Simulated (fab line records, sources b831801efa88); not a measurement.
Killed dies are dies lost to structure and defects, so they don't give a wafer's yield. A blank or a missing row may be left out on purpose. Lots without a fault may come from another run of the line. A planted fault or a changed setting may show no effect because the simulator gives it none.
Problem report in the 8D (eight disciplines) form, filled by code | flow sky130 | the parts of the form that need people (team, actions taken, sign-off) are left out

1. THE PROBLEM
VT_ADJUST_LVTN_TW at SKY_VT_ADJUST_LVTN_TW_MEAS_10 reads a mean of 30.4 on 3 wafers of 1 lot; wafers without a fault read 242.0 with a standard deviation of 1.7. That is -99 or more standard deviations from the usual mean.
First seen on wafer L311.1, day 12 00:07, on film_metro-01. The record holds 39 wafers of 13 lots with a number at this step. Rule for "out", or "out of limits": more than 4 standard deviations from the usual mean. The other wafers with a number count as sound.

2. WHAT IT IS AND WHAT IT IS NOT
question                    | is                     | is not
which readings at this step | VT_ADJUST_LVTN_TW      | -
which lots                  | L311                   | L295, L296, L299, L300, L301, L303, L305, L306, L307, L310, L315, L316
which wafers of those lots  | all that have a number | -
read on which gauges        | film_metro-01          | film_metro-02, film_metro-04
when                        | from day 12 00:07      | up to then (30 sound wafers); but 6 sound wafers of L315, L316 came after

3. SUSPECTS, AND WHAT RULES EACH OUT
Counting: a tool at a process step up to the reading stays a suspect if it ran every lot that is out and no sound lot after the first of them.
- the gauge at SKY_VT_ADJUST_LVTN_TW_MEAS_10: ruled out. All the wafers that are out were read on film_metro-01, but those of them that SKY_VT_ADJUST_HVTP_STRIP_10 has rows for are out there too, on other tools.
- plasma_asher-01 at SKY_VT_ADJUST_HVTP_STRIP_10 (strips in O2/N2): kept. It ran the lot that is out, L311 (day 11 00:17), and no sound lot after that; its last sound lot up to then is L296 (day 6 17:16). Its own readings are out on those wafers: oes_product_au.
- plasma_asher-03 at SKY_VT_ADJUST_LVTN_STRIP_09 (strips in O2/N2): ruled out as a lasting fault. Sound lots L315 ran on it after its first lot that is out, L311 (day 12 00:01).
Left after counting: plasma_asher-01 at SKY_VT_ADJUST_HVTP_STRIP_10.

4. THE CAUSE (what the simulator had put in)
Strip aborted: plasma_asher-01, from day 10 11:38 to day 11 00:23, at SKY_VT_ADJUST_HVTP_STRIP_10. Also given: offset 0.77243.
Counting left only this tool.

5. THE CHAIN OF EFFECTS, in route order
Each row: a reading whose mean over the struck wafers that have a number lies more than 3 standard deviations from the usual. Only readings for which the record gives a usual standard deviation are gone through. hours: the time from each lot's start at the first step in this table that gives one to its start at this step, as a median over the lots. sigmas: the change in usual standard deviations.
hours | step                          | reading                  | usual      | on struck wafers | change | sigmas
0     | SKY_VT_ADJUST_HVTP_STRIP_10   | oes_product_au           | 0.715 a.u. | 0.917            | +0.202 | +50
24    | SKY_VT_ADJUST_LVTN_STRIP_09   | strip_time_to_endpoint_s | 36.92 s    | 45.92            | +9.00  | +90
24    | SKY_VT_ADJUST_LVTN_TW_MEAS_10 | VT_ADJUST_LVTN_TW        | 242.0      | 30.4             | -211.6 | -99 or more
The process steps in it:
- SKY_VT_ADJUST_HVTP_STRIP_10: strips in O2/N2.
- SKY_VT_ADJUST_LVTN_STRIP_09: strips in O2/N2.
Readings that are blank on the struck wafers while sound wafers have them: strip_time_to_endpoint_s at SKY_VT_ADJUST_HVTP_STRIP_10.
Later measuring or inspecting steps at which every struck wafer that the step has a row for has a number for every such reading, and none has moved that far: SKY_VT_ADJUST_PCH_OVL_MEAS_07, SKY_POLY_GATE_CD_MEAS_22.

6. WHAT WOULD HAVE CAUGHT IT SOONER
In this record the first reading out of limits at a measuring or inspecting step was taken at day 12 00:07, 36 hours after the fault began at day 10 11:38.
The tool's own readings at SKY_VT_ADJUST_HVTP_STRIP_10 were out on every struck wafer that the step has a row for (oes_product_au): an alarm limit on them would have fired on the first of those.
All the lots that are out (1) had begun SKY_VT_ADJUST_HVTP_STRIP_10 on plasma_asher-01 by day 12 00:07. A hold on the tool at that time would have spared none of them.
